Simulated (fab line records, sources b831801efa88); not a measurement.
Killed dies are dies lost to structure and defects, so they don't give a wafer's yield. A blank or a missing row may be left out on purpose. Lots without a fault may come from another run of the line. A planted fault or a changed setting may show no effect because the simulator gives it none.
Which tool did it? | flow sky130 | 11 lots, 33 wafers sampled, at 5 steps of a route of 708

WHAT THE GAUGES READ, wafer by wafer
The record holds no reading of a measuring or inspecting step that can be judged against a usual standard deviation.

WHICH TOOL RAN EACH LOT (tool, then ch and the chambers of the sampled wafers, then the start)
lot  | SKY_FIELD_ISO_ETCH_14             | SKY_FIELD_ISO_STRIP_16              | SKY_SONOS_ONO_STRIP_17               | SKY_METAL1_SPUTTER_03        | SKY_METAL2_ETCH_18
L446 | rie_diel-04 ch 0,1,2, day 2 11:41 | plasma_asher-03 ch 0,1, day 2 11:47 | plasma_asher-04 ch 0,1, day 12 23:31 | pvd_sputter-01, day 31 18:51 | rie_metal-02 ch 1, day 35 06:30
L447 | rie_diel-04 ch 2,3, day 2 14:50   | plasma_asher-04 ch 0,1, day 2 14:58 | plasma_asher-03 ch 0,1, day 13 03:07 | pvd_sputter-03, day 32 07:35 | rie_metal-02 ch 0,1, day 35 17:20
L448 | rie_diel-02 ch 0,1,3, day 2 19:56 | plasma_asher-02 ch 0,1, day 2 20:04 | plasma_asher-03 ch 0,1, day 13 10:13 | pvd_sputter-03, day 32 14:00 | rie_metal-03 ch 0,1, day 35 23:31
L453 | rie_diel-04 ch 0,1,3, day 3 23:10 | plasma_asher-03 ch 0,1, day 3 23:16 | plasma_asher-01 ch 0,1, day 15 08:05 | pvd_sputter-04, day 34 06:36 | rie_metal-03 ch 0,1, day 37 16:35
L457 | rie_diel-04 ch 0,1,2, day 4 21:34 | plasma_asher-02 ch 0,1, day 4 21:42 | plasma_asher-03 ch 0,1, day 16 19:21 | pvd_sputter-04, day 35 06:15 | rie_metal-03 ch 0,1, day 38 15:01
L459 | rie_diel-02 ch 0,1,3, day 5 05:26 | plasma_asher-02 ch 0,1, day 5 05:32 | plasma_asher-04 ch 0,1, day 17 05:20 | pvd_sputter-04, day 35 20:00 | rie_metal-01 ch 0,1, day 39 03:26
L460 | rie_diel-01 ch 0,2, day 5 11:41   | plasma_asher-04 ch 0,1, day 5 11:47 | plasma_asher-04 ch 0,1, day 17 14:37 | pvd_sputter-03, day 36 04:34 | rie_metal-01 ch 0,1, day 39 12:23
L462 | rie_diel-02 ch 0,1,2, day 5 20:40 | plasma_asher-04 ch 0,1, day 5 20:46 | plasma_asher-01 ch 0,1, day 19 00:25 | pvd_sputter-01, day 37 20:40 | rie_metal-01 ch 0,1, day 41 02:57
L463 | rie_diel-01 ch 1,2,3, day 6 02:08 | plasma_asher-03 ch 0,1, day 6 02:16 | plasma_asher-03 ch 0,1, day 19 00:46 | pvd_sputter-01, day 37 19:23 | rie_metal-03 ch 0,1, day 41 00:37
L467 | rie_diel-04 ch 0,1,2, day 7 01:55 | plasma_asher-03 ch 0,1, day 7 02:03 | plasma_asher-01 ch 0,1, day 20 04:36 | pvd_sputter-04, day 38 08:59 | rie_metal-01 ch 0,1, day 41 14:49
L468 | rie_diel-04 ch 0,1,2, day 7 07:28 | plasma_asher-02 ch 0,1, day 7 07:34 | plasma_asher-01 ch 0,1, day 20 12:52 | pvd_sputter-01, day 38 17:03 | rie_metal-03 ch 0,1, day 41 21:25
- SKY_FIELD_ISO_ETCH_14: etches BARC in N2/H2, stops on SiO2, time 45.9 s, target depth 60 nm.
- SKY_FIELD_ISO_STRIP_16: strips in O2/N2.
- SKY_SONOS_ONO_STRIP_17: strips in O2/N2.
- SKY_METAL1_SPUTTER_03: material Ti, target thk 5 nm, time 3.3 s.
- SKY_METAL2_ETCH_18: etches BARC in N2/H2, stops on SiO2, time 45.9 s, target depth 60 nm.

WHAT THE TOOLS THEMSELVES READ (means of the sampled wafers that have a number; where no wafer has one, the mark that the record gives instead)
SKY_FIELD_ISO_ETCH_14.
lot  | tool        | drypump_motor_current_A (A) | oes_product_au (a.u.) | run_length_s (s) | throttle_valve_pct (%)
L446 | rie_diel-04 | 5.4                         | 0.854                 | 74.0             | 13.217
L447 | rie_diel-04 | 5.8                         | 0.854                 | 74.1             | 13.226
L448 | rie_diel-02 | 5.6                         | 0.856                 | 74.0             | 13.223
L453 | rie_diel-04 | 5.7                         | 0.758                 | 86.7             | 13.222
L457 | rie_diel-04 | 5.3                         | 0.751                 | 87.0             | 13.213
L459 | rie_diel-02 | 5.6                         | 0.856                 | 74.5             | 13.225
L460 | rie_diel-01 | 5.1                         | 0.852                 | 74.4             | 13.236
L462 | rie_diel-02 | 5.4                         | 0.857                 | 74.5             | 13.229
L463 | rie_diel-01 | 5.4                         | 0.855                 | 74.6             | 13.222
L467 | rie_diel-04 | 5.4                         | 0.851                 | 74.3             | 13.226
L468 | rie_diel-04 | 5.3                         | 0.854                 | 74.1             | 13.236

SKY_FIELD_ISO_STRIP_16.
lot  | tool            | drypump_motor_current_A (A) | oes_product_au (a.u.) | strip_time_to_endpoint_s (s)
L446 | plasma_asher-03 | 6.2                         | 0.382                 | 3.55
L447 | plasma_asher-04 | 5.9                         | 0.378                 | 3.53
L448 | plasma_asher-02 | 5.5                         | 0.380                 | 3.56
L453 | plasma_asher-03 | 6.2                         | 0.367                 | 3.38
L457 | plasma_asher-02 | 5.5                         | 0.375                 | 3.43
L459 | plasma_asher-02 | 5.8                         | 0.381                 | 3.58
L460 | plasma_asher-04 | 5.9                         | 0.369                 | 3.48
L462 | plasma_asher-04 | 5.8                         | 0.377                 | 3.59
L463 | plasma_asher-03 | 6.2                         | 0.377                 | 3.53
L467 | plasma_asher-03 | 6.2                         | 0.375                 | 3.52
L468 | plasma_asher-02 | 5.5                         | 0.380                 | 3.55

SKY_SONOS_ONO_STRIP_17.
lot  | tool            | drypump_motor_current_A (A) | oes_product_au (a.u.) | strip_time_to_endpoint_s (s)
L446 | plasma_asher-04 | 5.9                         | 0.713                 | 14.11
L447 | plasma_asher-03 | 6.2                         | 0.707                 | 14.08
L448 | plasma_asher-03 | 6.2                         | 0.708                 | 14.08
L453 | plasma_asher-01 | 5.4                         | 0.709                 | 14.06
L457 | plasma_asher-03 | 6.2                         | 0.706                 | 14.03
L459 | plasma_asher-04 | 5.9                         | 0.707                 | 14.17
L460 | plasma_asher-04 | 5.9                         | 0.708                 | 14.13
L462 | plasma_asher-01 | 5.4                         | 0.709                 | 14.13
L463 | plasma_asher-03 | 6.2                         | 0.712                 | 14.07
L467 | plasma_asher-01 | 5.4                         | 0.712                 | 14.09
L468 | plasma_asher-01 | 5.4                         | 0.712                 | 14.11

SKY_METAL1_SPUTTER_03.
lot  | tool           | throttle_valve_pct (%)
L446 | pvd_sputter-01 | 30.5
L447 | pvd_sputter-03 | 28.7
L448 | pvd_sputter-03 | 28.7
L453 | pvd_sputter-04 | 29.6
L457 | pvd_sputter-04 | 28.9
L459 | pvd_sputter-04 | 29.5
L460 | pvd_sputter-03 | 30.6
L462 | pvd_sputter-01 | 30.5
L463 | pvd_sputter-01 | 29.8
L467 | pvd_sputter-04 | 29.4
L468 | pvd_sputter-01 | 30.4

SKY_METAL2_ETCH_18.
lot  | tool         | drypump_motor_current_A (A) | oes_product_au (a.u.) | run_length_s (s) | throttle_valve_pct (%)
L446 | rie_metal-02 | 6.0                         | 0.857                 | 74.9             | 13.223
L447 | rie_metal-02 | 6.2                         | 0.855                 | 74.3             | 13.232
L448 | rie_metal-03 | 5.9                         | 0.852                 | 74.2             | 13.217
L453 | rie_metal-03 | 5.9                         | 0.854                 | 74.0             | 13.227
L457 | rie_metal-03 | 5.9                         | 0.855                 | 74.3             | 13.223
L459 | rie_metal-01 | 5.4                         | 0.856                 | 74.6             | 13.230
L460 | rie_metal-01 | 5.4                         | 0.855                 | 74.9             | 13.226
L462 | rie_metal-01 | 5.7                         | 0.862                 | 74.4             | 13.231
L463 | rie_metal-03 | 5.9                         | 0.860                 | 74.1             | 13.229
L467 | rie_metal-01 | 5.4                         | 0.853                 | 74.7             | 13.231
L468 | rie_metal-03 | 5.9                         | 0.854                 | 77.0             | 13.216

THE ANSWER, worked out from the rows above alone
Rule: what is usual is taken from the lots themselves. Put in order of their means at a reading, lots are off if they are a third of the lots or fewer, leave a main group of 4 or more, and stand apart from it by a gap of 3 or more times the standard deviation of the main group's means; of several such gaps the widest counts. A main group whose means are all the same, to the digits that the tables above print for the reading, isn't used. A lot without any number at a reading at which 4 lots or more have one is off too. The other lots that the step has rows for count as sound. The gauges are gone through in route order, then the tools' own readings, and for those a lot's mean is taken as printed above. The first step at which some lot is off is used, and at that step the reading that is off furthest; a lot without a number counts as furthest.
Off: L453, L457, at SKY_FIELD_ISO_ETCH_14 (run_length_s). The main group: mean 74.3 s, standard deviation 0.22.
A tool fits if, at that step or a process step before it, it ran every lot that is off, and no sound lot after the first of them. None of those tried fits.

WHAT THE SIMULATOR HAD PUT IN
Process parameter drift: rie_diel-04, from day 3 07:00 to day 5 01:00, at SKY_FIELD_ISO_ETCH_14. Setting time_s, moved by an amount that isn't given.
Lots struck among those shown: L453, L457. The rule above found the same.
